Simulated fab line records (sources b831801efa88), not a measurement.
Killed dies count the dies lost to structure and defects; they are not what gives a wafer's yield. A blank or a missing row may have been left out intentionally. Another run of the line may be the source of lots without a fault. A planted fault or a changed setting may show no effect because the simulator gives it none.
fab line records	flow sky130
[record] lots = 6	wafers = 18	lastDay = 50
route steps=708 shown VT_ADJUST_HVTP@93 VT_ADJUST_LVTN@97 PAD_OPEN@708
lots untouched by any fault: they come from a run of this same line in which no faults occurred
startH: start of the lot's first displayed wafer, in hours after the record's first day	waitH: hours from the lot's prior step to this one	" as in the row above	L1.1+2: several wafers, shown together as one row	- value missing, or start not given	* or withheld: withheld	< > ~ a bound
route shown NAME@n: a module of which the file shows steps, and the number in the route of the first	usual: the fault-free wafers' mean and standard deviation	same: alike in all rows	chamber/n: place in a boat	sites: the reading at each site	_std_site: how widely they spread, as a standard deviation	_edge_site: the outer-site mean with the inner-site mean subtracted	radiusMm: how far each site lies from the wafer's centre	mask NAME#n: copy n	behind: the most recent tool/chamber to have shaped the wafer	hold: cause of the lot's hold/its duration in hours/its outcome	device: the transistor (n, p or np) that didn't switch	end of line: tests of these same wafers at the route's end	a step with no rows: only its recipe	killed: dies that structure and defects cost at the first sort, which is not the same as the wafer's yield	map: a wafer's dies, x killed, . not, _ none there
set.NAME: the setting as run; set.NAME@STEP: as run at that earlier step	model.NAME: the simulator's own value behind a step, which no gauge read
lots at selected steps of the route; one table per step, one row per wafer
services: a tool's chamber out of use, with start hour (startH, from the record's first day; less than 0 if before it), hours out, and reason
[[steps]]
[step SKY_VT_ADJUST_HVTP_OVL_MEAS_08]
[usual] VT_ADJUST_HVTP_OVL = 0.9/1.3
lot.wafer	tool	chamber	startH	waitH	VT_ADJUST_HVTP_OVL[nm]
L825.1	overlay-01	-	127.31	0.1	-1.2
L825.4	"	-	"	"	-0.2
L825.6	"	-	"	"	-2.8
L831.1	overlay-02	-	166.66	0.1	0.4
L831.4	"	-	"	"	1.5
L831.5	"	-	"	"	1.0
L834.1	overlay-02	-	182.78	0.1	0.8
L834.2	"	-	"	"	2.2
L834.3	"	-	"	"	0.9
L837.1	overlay-02	-	223.82	0.1	2.1
L837.2	"	-	"	"	2.5
L837.4	"	-	"	"	2.5
L845.1	overlay-02	-	254.95	0.1	0.3
L845.3	"	-	"	"	1.0
L845.5	"	-	"	"	2.0
L846.2	overlay-02	-	262.22	0.1	1.0
L846.3	"	-	"	"	0.7
L846.5	"	-	"	"	2.8
[step SKY_VT_ADJUST_HVTP_IMPLANT_09]
[recipe] species = As	energyKev = 150	doseCm2 = 4.3e+12	tiltDeg = withheld
[step SKY_VT_ADJUST_HVTP_STRIP_10]
[recipe] chemistry = O2/N2	powerW = 1400	pressureMtorr = 1500	platenTempC = withheld	o2FlowSccm = 3000	n2FlowSccm = 300	overashFraction = 0.5
[usual] drypumpMotorCurrentA = 5.65/0.22	o2FlowSccm = 3000/9.3	oesProductAu = 0.716/0.0046	stripTimeToEndpointS = 14.18/0.043
lot.wafer	tool	chamber	startH	waitH	drypumpMotorCurrentA	o2FlowSccm	oesProductAu	rfHoursCounterH	stripTimeToEndpointS
L825.1	plasmaAsher-01	1	127.50	0.1	5.47	2990	0.720	1	14.17
L825.4	"	0	"	"	5.44	3009	0.720	-	14.19
L825.6	"	1	"	"	5.49	2998	0.709	-	14.15
L831.1	plasmaAsher-03	1	166.85	0.1	5.93	2992	0.718	47	14.22
L831.4	"	0	"	"	5.98	2996	0.714	-	14.18
L831.5	"	0	"	"	5.98	3009	0.723	-	14.16
L834.1	plasmaAsher-02	0	182.97	0.1	5.59	2995	0.713	48	14.14
L834.2	"	1	"	"	5.48	2993	0.711	48	14.13
L834.3	"	0	"	"	5.58	2990	0.720	-	14.11
L837.1	plasmaAsher-03	1	224.00	0.1	5.93	3012	0.715	53	14.14
L837.2	"	0	"	"	5.97	2999	0.720	53	14.08
L837.4	"	1	"	"	5.93	3006	0.719	-	14.11
L845.1	plasmaAsher-02	0	255.13	0.1	5.58	2996	0.717	54	14.22
L845.3	"	0	"	"	5.58	2996	0.712	-	14.24
L845.5	"	1	"	"	5.48	3009	0.715	-	14.23
L846.2	plasmaAsher-01	0	262.40	0.1	5.46	2993	0.709	14	14.22
L846.3	"	0	"	"	5.45	2995	0.714	-	14.21
L846.5	"	0	"	"	5.44	2997	0.715	-	14.20
[step SKY_VT_ADJUST_HVTP_TW_MEAS_11]
[usual] VT_ADJUST_HVTP_TW = 1352/16
lot.wafer	tool	chamber	startH	waitH	VT_ADJUST_HVTP_TW
L825.1	filmMetro-02	-	127.60	0.1	1356
L825.4	"	-	"	"	1357
L825.6	"	-	"	"	1362
L831.1	filmMetro-04	-	166.95	0.1	1373
L831.4	"	-	"	"	1370
L831.5	"	-	"	"	1373
L834.1	filmMetro-02	-	183.07	0.1	1357
L834.2	"	-	"	"	1361
L834.3	"	-	"	"	1361
L837.1	filmMetro-02	-	224.10	0.1	1346
L837.2	"	-	"	"	1358
L837.4	"	-	"	"	1354
L845.1	filmMetro-01	-	255.23	0.1	1337
L845.3	"	-	"	"	1334
L845.5	"	-	"	"	1332
L846.2	filmMetro-02	-	262.51	0.1	1356
L846.3	"	-	"	"	1352
L846.5	"	-	"	"	1348
[step SKY_VT_ADJUST_LVTN_DEHYDRATE_00]
[recipe] tempC = 200	timeS = 60
[step SKY_VT_ADJUST_LVTN_HMDS_01]
[recipe] primeTimeS = 60	primeTempC = 120
[step SKY_VT_ADJUST_LVTN_COAT_02]
[recipe] spinRpm = 2000	resistThkNm = 3000
[step SKY_VT_ADJUST_LVTN_SOFTBAKE_03]
[recipe] tempC = 110	timeS = withheld
[step SKY_VT_ADJUST_LVTN_EXPOSE_04]
[recipe] maskId = NWM_COMPLEMENT_LESS_NATIVE	na = 0.6	sourceShape = conventional	sigmaOuter = 0.6	polarization = unpolarized	targetCdNm = 840	doseMj = 194
[step SKY_VT_ADJUST_LVTN_PEB_05]
[recipe] tempC = 115	timeS = withheld
[step SKY_VT_ADJUST_LVTN_DEVELOP_06]
[recipe] wallAngleDeg = 90	developer = TMAH	developTimeS = 60	devTempC = 23
[step SKY_VT_ADJUST_LVTN_OVL_MEAS_07]
[usual] VT_ADJUST_LVTN_OVL = -0.3/1.3
lot.wafer	tool	chamber	startH	waitH	VT_ADJUST_LVTN_OVL[nm]
L825.1	overlay-01	-	145.88	-	-1.2
L825.4	"	-	"	"	-1.9
L825.6	"	-	"	"	-0.7
L831.1	overlay-01	-	187.48	-	1.8
L831.4	"	-	"	"	0.8
L831.5	"	-	"	"	0.0
L834.1	overlay-01	-	204.43	-	-2.4
L834.2	"	-	"	"	-1.6
L834.3	"	-	"	"	0.2
L837.1	overlay-01	-	247.14	-	2.2
L837.2	"	-	"	"	1.5
L837.4	"	-	"	"	0.1
L845.1	overlay-02	-	279.15	-	-0.5
L845.3	"	-	"	"	0.0
L845.5	"	-	"	"	-2.3
L846.2	overlay-02	-	287.28	-	0.3
L846.3	"	-	"	"	0.8
L846.5	"	-	"	"	1.8
[step SKY_VT_ADJUST_LVTN_IMPLANT_08]
[recipe] species = B	energyKev = 30	doseCm2 = 1.57e+12	tiltDeg = withheld
[usual] doseIonsCm2 = 1.5701e+12/1.6e+09	faradayCurrentUA = 8.86/0.16
lot.wafer	tool	chamber	startH	waitH	doseIonsCm2	faradayCurrentUA
L825.1	implanter-01	0	145.91	0.0	1.5681e+12	8.76
L825.4	"	0	"	"	1.5705e+12	8.62
L825.6	"	0	"	"	1.5693e+12	9.00
L831.1	implanter-01	0	187.51	0.0	9.952e+11	5.66
L831.4	"	0	"	"	9.956e+11	5.48
L831.5	"	0	"	"	9.964e+11	5.78
L834.1	implanter-01	0	204.46	0.0	9.95e+11	5.60
L834.2	"	0	"	"	9.964e+11	5.54
L834.3	"	0	"	"	9.969e+11	5.64
L837.1	implanter-04	0	247.18	0.0	1.5706e+12	8.79
L837.2	"	0	"	"	1.5692e+12	9.02
L837.4	"	0	"	"	1.5693e+12	8.91
L845.1	implanter-01	0	279.18	0.0	1.5684e+12	8.94
L845.3	"	0	"	"	1.5712e+12	8.94
L845.5	"	0	"	"	1.5716e+12	8.89
L846.2	implanter-01	0	287.34	0.0	1.567e+12	8.75
L846.3	"	0	"	"	1.5716e+12	8.75
L846.5	"	0	"	"	1.5706e+12	8.94
[step SKY_VT_ADJUST_LVTN_STRIP_09]
[recipe] chemistry = O2/N2	powerW = 1400	pressureMtorr = 1500	platenTempC = withheld	o2FlowSccm = 3000	n2FlowSccm = 300	overashFraction = 0.5
[usual] drypumpMotorCurrentA = 5.5/0.32	o2FlowSccm = 3000/8.6	oesProductAu = 0.722/0.0042	stripTimeToEndpointS = 36.91/0.11
lot.wafer	tool	chamber	startH	waitH	drypumpMotorCurrentA	o2FlowSccm	oesProductAu	rfHoursCounterH	stripTimeToEndpointS
L825.1	plasmaAsher-01	0	146.06	0.1	5.5	3014	0.720	3	36.88
L825.4	"	0	"	"	5.5	3011	0.721	-	36.87
L825.6	"	1	"	"	5.5	3008	0.724	-	36.80
L831.1	plasmaAsher-03	0	187.66	0.1	6.0	2994	0.721	49	37.00
L831.4	"	0	"	"	6.0	2986	0.716	-	36.94
L831.5	"	1	"	"	5.9	2991	0.719	-	36.86
L834.1	plasmaAsher-04	0	204.61	0.1	5.3	3004	0.717	40	36.89
L834.2	"	1	"	"	5.0	3006	0.718	40	36.92
L834.3	"	0	"	"	5.3	2990	0.727	-	36.94
L837.1	plasmaAsher-01	0	247.33	0.1	5.4	2997	0.716	12	37.15
L837.2	"	1	"	"	5.4	3008	0.726	12	37.04
L837.4	"	1	"	"	5.5	3004	0.720	-	37.02
L845.1	plasmaAsher-03	1	279.33	0.1	5.9	2988	0.727	58	36.70
L845.3	"	0	"	"	6.0	2995	0.727	-	36.72
L845.5	"	0	"	"	6.0	2979	0.714	-	36.79
L846.2	plasmaAsher-01	0	287.46	0.1	5.4	2990	0.726	16	36.97
L846.3	"	1	"	"	5.5	3004	0.718	-	36.89
L846.5	"	1	"	"	5.5	2996	0.723	-	36.96
[step SKY_VT_ADJUST_LVTN_TW_MEAS_10]
[usual] VT_ADJUST_LVTN_TW = 242.1/2
lot.wafer	tool	chamber	startH	waitH	VT_ADJUST_LVTN_TW
L825.1	filmMetro-04	-	146.16	0.1	244.2
L825.4	"	-	"	"	244.9
L825.6	"	-	"	"	245.3
L831.1	filmMetro-02	-	187.76	0.1	211.3
L831.4	"	-	"	"	211.0
L831.5	"	-	"	"	211.5
L834.1	filmMetro-04	-	204.71	0.1	214.3
L834.2	"	-	"	"	215.0
L834.3	"	-	"	"	215.1
L837.1	filmMetro-02	-	247.43	0.1	241.7
L837.2	"	-	"	"	241.7
L837.4	"	-	"	"	241.6
L845.1	filmMetro-02	-	279.43	0.1	242.7
L845.3	"	-	"	"	244.2
L845.5	"	-	"	"	241.7
L846.2	filmMetro-03	-	287.57	0.1	238.6
L846.3	"	-	"	"	240.0
L846.5	"	-	"	"	238.7
[step SKY_VT_ADJUST_LVTN_DEHYDRATE_11]
[recipe] tempC = 200	timeS = 60
[step SKY_PAD_OPEN_PROBE_99]
[usual] killed_at_M0_to_M3 = 42/6.7	killed_at_M4_up = 3.4/2	killedAtContacts = 24/5.1	killedAtFrontEnd = 14/4.2	killedAtOther = 0.2/0.49	killedDies = 84/8.4	killedOpen = 46/7	killedShort = 39/5.8
[same] grossDies = 492	killedAtBackSide = 0
lot.wafer	tool	chamber	startH	waitH	killed_at_M0_to_M3	killed_at_M4_up	killedAtContacts	killedAtFrontEnd	killedAtOther	killedDies	killedOpen	killedShort	model.etest.nfet_01v8_lvt.vtSatV	model.etest.nfet_01v8_lvt.vtV	model.etest.nfet_01v8_lvt.vtLongV	model.etest.nfet_01v8_lvt.bodyRiseV	model.etest.nfet_01v8.bodyRiseV
L825.1	prober-02	-	1083.41	0.1	57	3	18	12	1	91	53	38	0.5587	0.6254	0.446	0.146	0.1814
L825.4	prober-02	-	1083.56	0.2	40	8	22	14	0	84	40	44	0.5538	0.6189	0.4418	0.1455	0.18
L825.6	prober-02	-	1083.66	0.2	39	6	20	15	0	80	42	38	0.5531	0.6252	0.4511	0.1436	0.1831
L831.1	prober-02	-	1121.27	0.1	40	6	21	6	0	73	37	36	0.5153	0.5915	0.426	0.1369	0.1762
L831.4	prober-02	-	1121.42	0.2	42	0	20	13	0	75	41	34	0.5164	0.594	0.4217	0.1366	0.1739
L831.5	prober-02	-	1121.47	0.2	42	1	32	10	0	85	49	36	0.521	0.5988	0.4261	0.1369	0.1751
L834.1	prober-02	-	1136.31	0.1	35	6	14	22	0	77	42	35	0.5157	0.6004	0.4285	0.1371	0.175
L834.2	prober-02	-	1136.36	0.1	42	5	24	14	0	85	40	45	0.518	0.6028	0.4286	0.1373	0.174
L834.3	prober-02	-	1136.41	0.2	33	2	20	10	1	66	34	32	0.506	0.5926	0.4242	0.1356	0.1722
L837.1	prober-01	-	1172.87	0.1	34	3	17	17	0	71	34	37	0.5374	0.6106	0.4372	0.1473	0.1795
L837.2	prober-01	-	1172.92	0.1	50	1	36	11	0	98	62	36	0.5517	0.618	0.4422	0.1472	0.1839
L837.4	prober-01	-	1173.02	0.2	40	4	29	16	1	90	52	38	0.5447	0.6137	0.4348	0.1445	0.18
L845.1	prober-02	-	1190.77	0.1	50	2	23	16	1	92	51	41	0.5487	0.6172	0.4405	0.1478	0.1831
L845.3	prober-02	-	1190.87	0.2	48	3	28	10	0	89	45	44	0.539	0.6182	0.4431	0.1482	0.1822
L845.5	prober-02	-	1190.97	0.2	57	5	29	13	0	104	58	46	0.5335	0.6159	0.4446	0.1483	0.1819
L846.2	prober-01	-	1199.49	0.1	36	5	18	15	0	74	37	37	0.5333	0.6043	0.4408	0.1416	0.177
L846.3	prober-01	-	1199.54	0.2	48	4	32	4	0	88	46	42	0.5397	0.6139	0.4467	0.1481	0.1794
L846.5	prober-01	-	1199.64	0.2	46	2	20	17	0	85	47	38	0.5551	0.616	0.4486	0.1454	0.1809
// killed by level:class
L825.1 VIA2:geometricParticle:open=11 VIA1:geometricParticle:open=9 METAL2:geometricParticle:short=7 LI_CONTACT:geometricParticle:open=6 CONTACT:geometricParticle:open=6 VIA3:geometricParticle:open=6 METAL3:geometricParticle:short=6 VIA2:geometricParticle:short=5
L825.4 CONTACT:geometricParticle:open=7 VIA3:geometricParticle:open=6 VIA1:geometricParticle:open=6 METAL2:geometricParticle:short=6 METAL4:geometricParticle:short=6 LI_CONTACT:geometricParticle:open=5 CONTACT:geometricParticle:short=5 METAL1:geometricParticle:short=5
L825.6 VIA1:geometricParticle:open=10 VIA3:geometricParticle:open=7 LI_CONTACT:geometricParticle:open=5 METAL2:geometricParticle:short=5 FIELD_ISO:geometricParticle:short=4 FIELD_ISO:geometricParticle:open=4 CONTACT:geometricParticle:short=4 CONTACT:geometricParticle:open=4
L831.1 VIA1:geometricParticle:open=10 VIA3:geometricParticle:open=7 CONTACT:geometricParticle:open=6 VIA3:geometricParticle:short=5 LI_CONTACT:geometricParticle:open=5 METAL4:geometricParticle:short=5 LI_CONTACT:geometricParticle:short=4 METAL2:geometricParticle:short=4
L831.4 VIA1:geometricParticle:open=15 LI_CONTACT:geometricParticle:open=5 METAL2:geometricParticle:short=5 FIELD_ISO:geometricParticle:short=4 POLY_GATE:geometricParticle:open=4 CONTACT:geometricParticle:short=4 CONTACT:geometricParticle:open=4 METAL1:geometricParticle:short=4
L831.5 LI_CONTACT:geometricParticle:open=10 VIA1:geometricParticle:open=10 CONTACT:geometricParticle:short=8 VIA3:geometricParticle:open=8 CONTACT:geometricParticle:open=6 VIA2:geometricParticle:open=6 METAL1:geometricParticle:short=5 FIELD_ISO:geometricParticle:short=4
L834.1 FIELD_ISO:geometricParticle:open=10 VIA1:geometricParticle:open=6 FIELD_ISO:geometricParticle:short=5 VIA1:geometricParticle:short=5 VIA3:geometricParticle:open=5 METAL4:geometricParticle:short=5 LI_CONTACT:geometricParticle:open=4 CONTACT:geometricParticle:open=4
L834.2 VIA3:geometricParticle:open=7 FIELD_ISO:geometricParticle:short=6 LI_CONTACT:geometricParticle:open=6 VIA1:geometricParticle:open=6 LI_CONTACT:geometricParticle:short=5 CONTACT:geometricParticle:open=5 METAL1:geometricParticle:short=5 VIA2:geometricParticle:open=4
L834.3 CONTACT:geometricParticle:open=9 METAL2:geometricParticle:short=8 METAL1:geometricParticle:short=6 VIA1:geometricParticle:open=6 VIA2:geometricParticle:open=4 FIELD_ISO:geometricParticle:short=3 LI_CONTACT:geometricParticle:open=3 LOCAL_INTERCONNECT:geometricParticle:short=3
L837.1 VIA1:geometricParticle:open=7 VIA3:geometricParticle:open=6 LOCAL_INTERCONNECT:geometricParticle:short=6 SPACER:geometricParticle:short=4 LI_CONTACT:geometricParticle:open=4 METAL1:geometricParticle:short=4 METAL3:geometricParticle:short=4 FIELD_ISO:geometricParticle:short=3
L837.2 CONTACT:geometricParticle:open=15 VIA1:geometricParticle:open=15 LI_CONTACT:geometricParticle:open=11 VIA2:geometricParticle:open=7 LOCAL_INTERCONNECT:geometricParticle:short=6 METAL1:geometricParticle:short=6 VIA3:geometricParticle:open=5 METAL2:geometricParticle:short=4
L837.4 VIA3:geometricParticle:open=9 VIA1:geometricParticle:open=9 CONTACT:geometricParticle:open=9 CONTACT:geometricParticle:short=7 FIELD_ISO:geometricParticle:short=5 LI_CONTACT:geometricParticle:short=5 LI_CONTACT:geometricParticle:open=5 VIA2:geometricParticle:open=5
L845.1 VIA1:geometricParticle:open=12 VIA3:geometricParticle:open=11 FIELD_ISO:geometricParticle:short=8 VIA2:geometricParticle:open=8 CONTACT:geometricParticle:short=7 METAL1:geometricParticle:short=6 LI_CONTACT:geometricParticle:open=5 CONTACT:geometricParticle:open=5
L845.3 CONTACT:geometricParticle:open=11 VIA1:geometricParticle:open=9 LI_CONTACT:geometricParticle:open=8 METAL3:geometricParticle:short=7 METAL1:geometricParticle:short=6 METAL2:geometricParticle:short=6 VIA2:geometricParticle:short=5 VIA2:geometricParticle:open=5
L845.5 VIA1:geometricParticle:open=11 LI_CONTACT:geometricParticle:open=10 METAL1:geometricParticle:short=10 VIA2:geometricParticle:open=10 VIA3:geometricParticle:open=8 LOCAL_INTERCONNECT:geometricParticle:short=7 CONTACT:geometricParticle:open=6 METAL2:geometricParticle:short=6
L846.2 VIA3:geometricParticle:short=7 CONTACT:geometricParticle:open=6 VIA1:geometricParticle:open=6 VIA2:geometricParticle:open=6 LOCAL_INTERCONNECT:geometricParticle:short=5 POLY_GATE:geometricParticle:short=4 VIA2:geometricParticle:short=4 METAL4:geometricParticle:short=4
L846.3 LI_CONTACT:geometricParticle:open=12 METAL1:geometricParticle:short=10 VIA1:geometricParticle:open=9 CONTACT:geometricParticle:open=8 VIA1:geometricParticle:short=6 LOCAL_INTERCONNECT:geometricParticle:short=4 CONTACT:geometricParticle:short=4 VIA2:geometricParticle:open=4
L846.5 VIA1:geometricParticle:open=10 VIA2:geometricParticle:open=8 METAL2:geometricParticle:short=6 VIA3:geometricParticle:open=6 LI_CONTACT:geometricParticle:open=5 METAL1:geometricParticle:short=5 POLY_GATE:geometricParticle:short=4 POLY_GATE:geometricParticle:open=4
[[services]]
tool	chamber	startH	hours	kind
plasmaAsher-01	-	108.75	9.0	pm
plasmaAsher-01	0	108.75	9.0	ventCycle
plasmaAsher-01	1	108.75	9.0	ventCycle
plasmaAsher-01	0	117.75	-	clean
plasmaAsher-01	1	117.75	-	clean
implanter-04	-	139.47	1.2	repair
plasmaAsher-02	-	158.28	8.8	repair
implanter-01	-	172.42	5.5	pm
plasmaAsher-02	-	191.94	1.1	repair
implanter-04	-	199.06	9.6	repair
implanter-04	-	229.86	1.6	repair
implanter-04	-	233.16	2.6	pm
[[key]]
[firstSign] step = SKY_VT_ADJUST_LVTN_IMPLANT_08	reading = doseIonsCm2	direction = down	sigmas = 99+	usual = *	struck = *
[effect] step = SKY_VT_ADJUST_LVTN_IMPLANT_08	reading = faradayCurrentUA	direction = down	sigmas = 21	usual = 8.86	struck = 5.62
[effect] step = SKY_VT_ADJUST_LVTN_TW_MEAS_10	reading = VT_ADJUST_LVTN_TW	direction = down	sigmas = 14	usual = 242.1	struck = 213.0
[modelEffect] step = SKY_PAD_OPEN_PROBE_99	value = etest.nfet_01v8_lvt.vtSatV	without = 0.5389	struck = 0.5154
metAt SKY_VT_ADJUST_LVTN_IMPLANT_08
struckWafers L831.1,L831.4,L831.5,L834.1,L834.2,L834.3
testerLeftOut L831,L834
onsetBetween 145.91 187.51
[fault] kind = processParameterDrift	tool = implanter-01	chamber = -	onsetH = 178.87	steps = SKY_VT_ADJUST_LVTN_IMPLANT_08	channel = doseCm2	offset = *	shape = step	endH = 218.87	actsIn = *	stated = *
// testerLeftOut: of these lots the tester's yield and bins aren't shown, on N5 and GAA mostly nor the transistor test; their killed dies are dies lost to structure and defects alone, not to doping, threshold or leakage, so they don't give the yield
